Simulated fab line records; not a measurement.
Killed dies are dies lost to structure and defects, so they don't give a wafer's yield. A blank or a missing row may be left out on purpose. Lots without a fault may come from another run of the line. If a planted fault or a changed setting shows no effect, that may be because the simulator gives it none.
Which tool was responsible? | flow sky130 | Sampling: 13 lots, 39 wafers, 5 of 708 route steps

WHAT EACH GAUGE READ, for each wafer
SKY_VT_ADJUST_LVTN_TW_MEAS_21. Usual: VT_ADJUST_LVTN_2_TW 187.9, standard deviation 0.92.
lot  | measured     | on            | VT_ADJUST_LVTN_2_TW | flag
L375 | day 7 17:52  | film-metro-02 | 188.6 187.8 187.4   |
L376 | day 8 02:00  | film-metro-03 | 186.7 186.8 186.2   |
L377 | day 8 06:19  | film-metro-02 | 187.2 187.1 187.1   |
L378 | day 8 11:47  | film-metro-02 | 187.3 186.8 188.0   |
L379 | day 8 22:20  | film-metro-04 | 189.1 189.3 187.9   |
L381 | day 9 12:56  | film-metro-03 | 187.2 186.4 187.7   |
L382 | day 9 15:25  | film-metro-03 | 186.8 185.9 187.3   |
L386 | day 10 18:35 | film-metro-02 | 188.9 188.9 188.6   |
L392 | day 13 10:05 | film-metro-04 | 166.6 167.9 167.7   | OFF
L394 | day 13 17:40 | film-metro-02 | 187.7 188.0 188.7   |
L393 | day 13 18:20 | film-metro-04 | 169.0 167.8 168.7   | OFF
L396 | day 13 23:05 | film-metro-03 | 189.8 189.1 189.0   |
L398 | day 14 15:10 | film-metro-03 | 188.3 188.2 188.7   |

SKY_SONOS_TUNNEL_CD_MEAS_07: the cd target is 410 nm. Usual: cd-nm 410.1 nm, standard deviation 1.8.
lot  | measured     | on        | cd-nm (nm)        | flag
L375 | day 11 09:59 | cd-sem-01 | 410.9 410.7 411.7 |
L376 | day 11 18:53 | cd-sem-02 | 410.5 411.4 411.3 |
L377 | day 11 23:52 | cd-sem-02 | 409.0 410.3 407.8 |
L378 | day 12 05:55 | cd-sem-01 | 409.2 410.8 409.0 |
L379 | day 12 18:56 | cd-sem-01 | 412.5 411.5 412.3 |
L381 | day 13 13:20 | cd-sem-01 | 407.9 409.1 408.6 |
L382 | day 13 14:29 | cd-sem-02 | 413.2 411.2 410.5 |
L386 | day 14 23:22 | cd-sem-02 | 410.3 411.0 409.9 |
L392 | day 18 01:05 | cd-sem-01 | 412.0 412.2 411.7 |
L394 | day 18 11:56 | cd-sem-01 | 411.1 410.7 409.2 |
L393 | day 18 12:38 | cd-sem-01 | 406.3 408.5 404.2 |
L396 | day 18 15:58 | cd-sem-01 | 409.2 408.7 407.7 |
L398 | day 19 11:15 | cd-sem-01 | 411.1 409.0 409.5 |

SKY_SD_N_RS_MEAS_18: a four-point-probe measurement. Usual: RES_XHIGH_RS 331.8 ohm/sq, standard deviation 1.2.
lot  | measured     | on            | RES_XHIGH_RS (ohm/sq) | flag
L375 | day 27 21:16 | film-metro-03 | 331.4 331.9 330.8     |
L376 | day 28 14:31 | film-metro-03 | 331.0 332.2 331.7     |
L377 | day 28 17:11 | film-metro-01 | 330.9 332.4 332.5     |
L378 | day 29 00:17 | film-metro-01 | 330.9 330.1 330.6     |
L379 | day 29 04:13 | film-metro-02 | 332.2 333.2 333.1     |
L381 | day 30 05:17 | film-metro-01 | 332.0 331.2 331.2     |
L382 | day 30 07:07 | film-metro-01 | 328.9 330.4 329.6     |
L386 | day 31 15:25 | film-metro-03 | 332.5 331.4 331.8     |
L392 | day 34 22:38 | film-metro-03 | 331.7 332.6 333.1     |
L394 | day 34 23:47 | film-metro-03 | 332.1 332.7 331.1     |
L393 | day 34 23:02 | film-metro-02 | 330.9 329.9 331.0     |
L396 | day 35 01:46 | film-metro-03 | 335.0 333.7 333.3     |
L398 | day 36 04:36 | film-metro-03 | 331.7 332.6 331.4     |

SKY_LI_CONTACT_THK_MEAS_01. Usual: LI_CONTACT_HDPCVD_THK 929 nm, standard deviation 10.
lot  | measured     | on            | LI_CONTACT_HDPCVD_THK (nm) | flag
L375 | day 27 21:31 | film-metro-01 | 935 924 923                |
L376 | day 28 14:45 | film-metro-01 | 912 915 919                |
L377 | day 28 17:25 | film-metro-03 | 949 939 928                |
L378 | day 29 00:31 | film-metro-01 | 925 927 932                |
L379 | day 29 04:28 | film-metro-02 | 940 940 949                |
L381 | day 30 05:30 | film-metro-03 | 923 931 919                |
L382 | day 30 07:21 | film-metro-02 | 937 931 919                |
L386 | day 31 15:39 | film-metro-02 | 924 921 928                |
L392 | day 34 23:00 | film-metro-03 | 928 938 935                |
L394 | day 35 00:01 | film-metro-02 | 941 919 923                |
L393 | day 34 23:16 | film-metro-02 | 951 955 954                |
L396 | day 35 01:59 | film-metro-02 | 921 930 932                |
L398 | day 36 04:49 | film-metro-01 | 929 921 934                |

TOOL THAT RAN EACH LOT (tool first, then ch and the chambers of the sampled wafers, then the start)
lot  | SKY_VT_ADJUST_LVTN_IMPLANT_19
L375 | implanter-03 ch 0, day 7 17:37
L376 | implanter-03 ch 0, day 8 01:45
L377 | implanter-04 ch 0, day 8 06:05
L378 | implanter-03 ch 0, day 8 11:33
L379 | implanter-04 ch 0, day 8 22:05
L381 | implanter-03 ch 0, day 9 12:43
L382 | implanter-04 ch 0, day 9 15:10
L386 | implanter-01 ch 0, day 10 18:21
L392 | implanter-03 ch 0, day 13 09:50
L394 | implanter-04 ch 0, day 13 17:25
L393 | implanter-03 ch 0, day 13 18:06
L396 | implanter-04 ch 0, day 13 22:52
L398 | implanter-04 ch 0, day 14 14:57
- SKY_VT_ADJUST_LVTN_IMPLANT_19

WHAT THE TOOLS THEMSELVES READ (means of the sampled wafers that have a number; where no wafer has one, the mark that the record gives instead)
SKY_VT_ADJUST_LVTN_IMPLANT_19. Usual: dose-ions-cm2 6.5e+11, standard deviation 6.9e+08; end-station-pressure-torr 5.03e-06 Torr, standard deviation 2.6e-07; faraday-current-uA 3.67, standard deviation 0.063.
lot  | tool         | dose-ions-cm2 | end-station-pressure-torr (Torr) | faraday-current-uA | flag
L375 | implanter-03 | 6.5e+11       | 4.89e-06                         | 3.61               |
L376 | implanter-03 | 6.5e+11       | 4.92e-06                         | 3.69               |
L377 | implanter-04 | 6.5e+11       | 5.00e-06                         | 3.66               |
L378 | implanter-03 | 6.5e+11       | 5.09e-06                         | 3.68               |
L379 | implanter-04 | 6.5e+11       | 4.88e-06                         | 3.69               |
L381 | implanter-03 | 6.5e+11       | 4.87e-06                         | 3.63               |
L382 | implanter-04 | 6.5e+11       | 5.03e-06                         | 3.65               |
L386 | implanter-01 | 6.5e+11       | 5.14e-06                         | 3.63               |
L392 | implanter-03 | 4.3e+11       | 5.15e-06                         | 2.44               | OFF
L394 | implanter-04 | 6.5e+11       | 5.12e-06                         | 3.65               |
L393 | implanter-03 | 4.3e+11       | 5.01e-06                         | 2.40               | OFF
L396 | implanter-04 | 6.5e+11       | 5.09e-06                         | 3.64               |
L398 | implanter-04 | 6.5e+11       | 4.92e-06                         | 3.65               |

THE ANSWER, worked out from the rows above alone
Rule: lot off if the mean of its wafers having a number is beyond 3 standard deviations from the usual mean. A lot without any number at a reading at which 4 lots or more have one is off too. The other lots that the step has rows for count as sound. Order of review: gauges by route order, followed by the tools' own readings, for which a lot's mean as printed above is used. At the first step where some lot is off, the reading lying furthest off is the one used; lots without a number count as furthest.
Off: at SKY_VT_ADJUST_LVTN_TW_MEAS_21 (VT_ADJUST_LVTN_2_TW), L392, L393.
If a tool, at a process step before that reading, ran all the lots that are off and no sound lot after the first of them, it fits. The gauges at SKY_VT_ADJUST_LVTN_TW_MEAS_21 aren't tried: what is off there is off at SKY_VT_ADJUST_LVTN_IMPLANT_19 too, on other tools, and a gauge's error can't cause that. One fits: implanter-03 at SKY_VT_ADJUST_LVTN_IMPLANT_19. Its last sound lot is L381 (day 9 12:43), its first lot that is off L392 (day 13 09:50): a fault that began between those two fits.
The tool's own readings at SKY_VT_ADJUST_LVTN_IMPLANT_19 bear it out: on the lots that are off they differ by more than 5 times the standard deviation of the sound lots' means. dose-ions-cm2 reads 4.3e+11 there against 6.5e+11 on the sound lots; faraday-current-uA reads 2.42 there against 3.65 on the sound lots.

WHAT THE SIMULATOR HAD PUT IN
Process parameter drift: implanter-03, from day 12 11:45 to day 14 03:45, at SKY_VT_ADJUST_LVTN_IMPLANT_19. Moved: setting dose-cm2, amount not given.
Lots struck among those shown: L392, L393. This agrees with what the rule above found.
